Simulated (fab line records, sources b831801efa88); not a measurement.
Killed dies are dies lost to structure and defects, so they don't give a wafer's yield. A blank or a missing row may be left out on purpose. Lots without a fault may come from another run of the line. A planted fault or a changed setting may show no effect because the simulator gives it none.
A struck lot beside a sound one | flow sky130 | 15 steps out of a route of 708
Sound: wafers L801.2, L801.4, L801.5. Struck: wafers L812.1, L812.6. The cause comes at the end.
At each step with rows: each side's tool, then ch and its chambers, then its first start. Under that, the readings that differ: sound wafers | struck wafers | difference of the means | sigmas: that difference in standard deviations of wafers without a fault.
alike: readings whose means differ by less than 2 such deviations, and words and numbers that are the same on both sides. not compared: withheld readings, readings that some wafer has no value for, bounds like >300 that may hide the same value, and numbers for which the record gives no deviation and whose values overlap.
The two part at a step that has a row with sigmas, a row that says differs or no value, or rows on one side only. Numbers that don't overlap but have no deviation are shown without sigmas and don't part them. A reading that every wafer of one side lacks parts them only if that side has two wafers or more.

SKY_CONTACT_THK_MEAS_01:
  sound on film_metro-01, day 30 13:22; struck on film_metro-01, day 34 22:51
  alike: CONTACT_CVD_00_THK
then, 1 step without rows for these wafers: SKY_CONTACT_HDPCVD_02 (deposits SiO2, target thk 565 nm, time 94.2 s).
SKY_CONTACT_THK_MEAS_03:
  sound on film_metro-03, day 30 13:29; struck on film_metro-04, day 34 22:59
  alike: CONTACT_HDPCVD_THK
SKY_CONTACT_CMP_04: polishes SiO2.
  sound on cmp-02 ch 0,1,3, day 30 13:46; struck on cmp-02 ch 2, day 34 23:05
  alike: motor_current_A, time_to_endpoint_s
SKY_CONTACT_BOW_MEAS_05:
  sound on film_metro-04, day 30 13:59; struck on film_metro-03, day 34 23:20
  alike: CONTACT_BOW
then, 7 steps without rows for these wafers: SKY_CONTACT_DEHYDRATE_06 (time 60 s); SKY_CONTACT_HMDS_07 (prime time 60 s); SKY_CONTACT_COAT_08 (resist thk 60 nm); SKY_CONTACT_COAT_09 (resist thk 450 nm); SKY_CONTACT_SOFTBAKE_10 (time 90 s); SKY_CONTACT_EXPOSE_11 (exposes mask CTM1, target cd 170 nm); SKY_CONTACT_PEB_12.
SKY_CONTACT_DEVELOP_13: develop time 60 s.
  sound on litho_track-03 ch 0, day 31 17:00; struck on litho_track-03 ch 0, day 36 01:00
  reading              | sound             | struck      | difference | sigmas
  developer_temp_C (C) | 21.06 21.03 21.13 | 21.61 21.45 | +0.46      | +4
SKY_CONTACT_CD_MEAS_14: target cd 170 nm.
  sound on cd_sem-02, day 31 18:04; struck on cd_sem-02, day 36 01:57
  alike: cd_nm
-- the record jumps here: 13 days lie between the struck wafers' starts before and after (it left off in module CONTACT and takes up again in module PAD_OPEN, whose first step shown is number 708 of the route) --
SKY_PAD_OPEN_PROBE_99:
  sound on prober-01, day 45 23:10; struck on prober-01, day 49 02:34
  alike: killed_at_M0_to_M3, killed_at_M4_up, killed_at_contacts, killed_at_front_end, killed_at_other, killed_dies, killed_open, killed_short

WHERE THEY PART
Only at SKY_CONTACT_DEVELOP_13, within this record. Later steps at which nothing parts them and some readings are alike: SKY_CONTACT_CD_MEAS_14, SKY_PAD_OPEN_PROBE_99.

WHY: what the simulator had put in
Process parameter drift: litho_track-03, from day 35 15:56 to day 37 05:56, at SKY_CONTACT_DEVELOP_13. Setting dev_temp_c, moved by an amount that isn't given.
